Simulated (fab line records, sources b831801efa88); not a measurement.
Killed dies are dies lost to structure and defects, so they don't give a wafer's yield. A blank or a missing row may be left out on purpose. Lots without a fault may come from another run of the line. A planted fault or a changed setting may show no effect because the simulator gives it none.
One fault seen from 2 desks | flow sky130 | each desk has only its own numbers; what lay behind them comes last

THE METROLOGY DESK
What the gauges read, lot by lot, whatever tool the lot ran on: means of the sampled wafers that have a number. A lot is out of limits, marked OUT, if its mean lies more than 4 standard deviations from the usual mean; the brackets give that distance.
Columns: A = cd_nm at SKY_SONOS_TUNNEL_CD_MEAS_07, usual 410.1 nm; B = SONOS_TUNNEL_OVL at SKY_SONOS_TUNNEL_OVL_MEAS_08, usual 0.1 nm; C = SONOS_TUNNEL_TW at SKY_SONOS_TUNNEL_TW_MEAS_12, usual 197.3; D = SONOS_ONO_OXIDATION_THK at SKY_SONOS_ONO_THK_MEAS_01, usual 2.59 nm
lot  | first seen here | A     | B    | C     | D
L808 | day 13 03:43    | 413.5 | -0.8 | 197.7 | 2.73
L811 | day 13 21:09    | 409.6 | 0.2  | 198.9 | 2.61
L823 | day 17 18:19    | 410.3 | 1.6  | 196.4 | 2.60
L824 | day 18 02:52    | 408.0 | 0.2  | 199.5 | 2.56
L825 | day 18 16:10    | 410.5 | -0.0 | 199.5 | 2.36
L827 | day 19 03:52    | 406.6 | -0.8 | 196.9 | 2.61
This desk's finding: nothing out of limits on any of the 6 lots.

THE TOOL OWNER'S DESK: furnace-02
The tool's own readings at SKY_SONOS_ONO_OXIDATION_00 (stabilise 600 s, purge 300 s, target thk 2.6 nm): means of the sampled wafers that have a number, for each lot that ran on this tool. A lot is out of limits, marked OUT, if its mean lies more than 4 standard deviations from the usual mean; the brackets give that distance.
Columns: A = spike_tc_centre_C at SKY_SONOS_ONO_OXIDATION_00, usual 801.9 C; B = spike_tc_top_C at SKY_SONOS_ONO_OXIDATION_00, usual 814.4 C; C = spike_tc_upper_C at SKY_SONOS_ONO_OXIDATION_00, usual 799.9 C; D = zone_power_upper_pct at SKY_SONOS_ONO_OXIDATION_00, usual 15.7 %
lot  | first seen here | A                | B                | C               | D
L811 | day 13 22:50    | 803.2            | 814.0            | 800.1           | 14.9
L824 | day 18 04:37    | 807.6            | 821.1 (+6.7) OUT | 760.9 (-42) OUT | 1.9 (-16) OUT
L825 | day 18 19:11    | 808.6 (+4.2) OUT | 821.5 (+7.1) OUT | 760.6 (-42) OUT | 1.9 (-16) OUT
This desk's finding: out of limits on L824, L825; first on L824, day 18 04:37 (spike_tc_top_C at SKY_SONOS_ONO_OXIDATION_00). In limits: L811.

PUT TOGETHER
The tool owner's desk could have raised an alarm at day 18 04:37, on L824, L825.
The metrology desk saw nothing out of limits.
The metrology desk has L824, L825 on record, within its limits.
Of the lots named, all ran SKY_SONOS_ONO_OXIDATION_00 on furnace-02.

WHAT THE SIMULATOR HAD PUT IN
Process parameter drift: furnace-02, from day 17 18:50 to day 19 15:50, at SKY_SONOS_ONO_OXIDATION_00. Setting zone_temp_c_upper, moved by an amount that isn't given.
Lots struck among those shown: L824, L825.
Hours from the fault's start to each desk's first reading out of limits: the tool owner's desk, 10.
